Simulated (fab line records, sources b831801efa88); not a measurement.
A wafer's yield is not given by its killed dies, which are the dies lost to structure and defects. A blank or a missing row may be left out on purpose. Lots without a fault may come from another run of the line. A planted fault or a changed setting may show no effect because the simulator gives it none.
2 desks, one fault || flow sky130 || only its own numbers are on each desk; what lay behind them is given at the end

## AT THE TOOL OWNER'S DESK: hdpcvd-02
The tool's own readings at SKY_VIA4_HDPCVD_00 (deposits SiO2, target thk 1750 nm, time 291.7 s): means of the sampled wafers that have a number, for each lot that ran on this tool. A lot is out of limits, marked OUT, if its mean lies more than 4 standard deviations from the usual mean; the brackets give that distance.
Columns: A = sih4-flow-sccm at SKY_VIA4_HDPCVD_00, usual 60.01 sccm
{"lot": "L224", "first seen here": "day 43 00:03", "A": 60.18}
{"lot": "L225", "first seen here": "day 43 06:34", "A": 59.99}
{"lot": "L226", "first seen here": "day 43 08:26", "A": 59.91}
{"lot": "L230", "first seen here": "day 44 12:23", "A": 59.94}
{"lot": "L238", "first seen here": "day 46 03:16", "A": 60.11}
{"lot": "L241", "first seen here": "day 46 19:27", "A": "64.12 (+23) OUT"}
Finding of this desk: L241 out of limits; the first was L241 at day 46 19:27, on sih4-flow-sccm at SKY_VIA4_HDPCVD_00. L224, L225, L226, L230, L238 stayed within limits.

## METROLOGY DESK
What the gauges read for every lot (on any tool): the sampled wafers with a number, averaged. A lot is out of limits, marked OUT, if its mean lies more than 4 standard deviations from the usual mean; the brackets give that distance.
Columns: A = VIA4_HDPCVD_THK at SKY_VIA4_THK_MEAS_01, usual 1749 nm
{"lot": "L224", "first seen here": "day 43 00:20", "A": 1741}
{"lot": "L225", "first seen here": "day 43 06:50", "A": 1749}
{"lot": "L226", "first seen here": "day 43 08:43", "A": 1738}
{"lot": "L227", "first seen here": "day 43 15:54", "A": 1781}
{"lot": "L229", "first seen here": "day 44 10:42", "A": 1773}
{"lot": "L230", "first seen here": "day 44 12:34", "A": 1742}
{"lot": "L235", "first seen here": "day 45 12:41", "A": 1757}
{"lot": "L236", "first seen here": "day 45 14:47", "A": 1750}
{"lot": "L237", "first seen here": "day 45 23:51", "A": 1772}
{"lot": "L238", "first seen here": "day 46 03:26", "A": 1751}
{"lot": "L241", "first seen here": "day 46 19:38", "A": "1870 (+6.7) OUT"}
{"lot": "L246", "first seen here": "day 47 22:02", "A": 1751}
This desk's result: L241 out of limits, first on L241 (VIA4_HDPCVD_THK at SKY_VIA4_THK_MEAS_01), day 46 19:38. L224, L225, L226, L227, L229, L230, L235, L236, L237, L238, L246 stayed within limits.

## BROUGHT TOGETHER
At day 46 19:27, on L241, the tool owner's desk was in a position to raise an alarm.
The metrology desk could have raised an alarm at day 46 19:38, on L241.
SKY_VIA4_HDPCVD_00 was run on hdpcvd-02 by each of the lots named.

## WHAT THE SIMULATOR HAD PUT IN
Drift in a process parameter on hdpcvd-02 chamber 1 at SKY_VIA4_HDPCVD_00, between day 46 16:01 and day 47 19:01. Setting sih4-flow-sccm, moved by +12, from 60. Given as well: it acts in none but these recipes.
Struck lots among those shown: L241.
Counting hours from when the fault started, the first reading out of limits came at 3 for the tool owner's desk and at 4 for the metrology desk.
